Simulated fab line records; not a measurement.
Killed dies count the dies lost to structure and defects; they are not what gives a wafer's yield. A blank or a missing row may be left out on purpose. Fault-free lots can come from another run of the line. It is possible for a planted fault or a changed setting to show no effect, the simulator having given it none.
Struck lot and sound lot, side by side | flow gf180mcu | 14 out of 602 route steps
Sound: wafers L883.1, L883.4, L883.6. Struck: wafers L891.1, L891.2, L891.5. The cause comes at the end.
Per side, at each step with rows, come the tool, then ch with its chambers, and then its first start. Under that, the readings that differ: sound wafers | struck wafers | difference of the means | sigmas: that difference in standard deviations of wafers without a fault.
alike: words and numbers the same on both sides, and readings whose means are apart by under 2 such deviations; not compared: readings that were withheld, readings missing a value for some wafer, numbers with overlapping values and no deviation given by the record, and bounds like >300 which may hide the same value.
The two part at a step that has a row with sigmas, a row that says differs or no value, or rows on one side only. Non-overlapping numbers with no deviation appear without sigmas and do not part them. A reading missing from all wafers of one side parts the sides only when that side holds two or more wafers.

GF_NSD_STRIP_11: strips in O2/N2.
  sound on plasma asher-01 ch 0,1, day 15 22:47; struck on plasma asher-01 ch 0,1, day 18 15:05
  reading                      | sound             | struck            | difference | sigmas
  strip time to endpoint s (s) | 22.95 22.97 22.95 | 23.04 23.02 23.04 | +0.08      | +2
  alike: chamber pressure mTorr, drypump motor current A, heater power w, o2 flow sccm, oes product au
  not compared: rf hours counter h
GF_NSD_TW_MEAS_12:
  sound: film metro-02 at day 15 22:53; struck: film metro-02 at day 18 15:11
  alike: NSD_TW
then, 7 steps without rows for these wafers: GF_PSD_DEHYDRATE_00 (time 60 s); GF_PSD_HMDS_01 (prime time 60 s); GF_PSD_COAT_02 (resist thk 1000 nm); GF_PSD_SOFTBAKE_03 (time 60 s); GF_PSD_EXPOSE_04 (exposes mask Pplus, target cd 400 nm); GF_PSD_PEB_05; GF_PSD_DEVELOP_06 (develop time 60 s).
GF_PSD_CD_MEAS_07: the cd target is 400 nm.
  sound: cd sem-01 at day 16 21:19; struck: cd sem-02 at day 19 15:04
  alike: cd nm
GF_PSD_OVL_MEAS_08:
  sound: overlay-02 at day 16 21:26; struck: overlay-02 at day 19 15:11
  alike: PSD_OVL
following that, these wafers have no rows for 1 step: GF_PSD_IMPLANT_09.
GF_PSD_STRIP_10: strips in O2/N2.
  sound on plasma asher-03 ch 0,1, day 16 21:38; struck on plasma asher-03 ch 0,1, day 19 15:23
  no value came back on the struck wafers for any of 7 readings (chamber pressure mTorr (mTorr), drypump motor current A (A) and others); on the sound wafers chamber pressure mTorr (mTorr) reads 1502.8 1500.4 1500.0
  reading                                  | sound | struck         | difference | sigmas
  model.NOVOLAK_of_PSD_COAT_02.thk nm (nm) | 0 0 0 | 1000 1001 1001 | +1001      |
  not compared: rf hours counter h
GF_PSD_TW_MEAS_11:
  sound: film metro-03 at day 16 21:44; struck: film metro-03 at day 19 15:29
  alike: PSD_TW

== WHERE THEY PART ==
First at GF_NSD_STRIP_11; last, within this record, at GF_PSD_STRIP_10. Later steps at which nothing parts them and some readings are alike: GF_PSD_TW_MEAS_11.

WHY: what the simulator had put in
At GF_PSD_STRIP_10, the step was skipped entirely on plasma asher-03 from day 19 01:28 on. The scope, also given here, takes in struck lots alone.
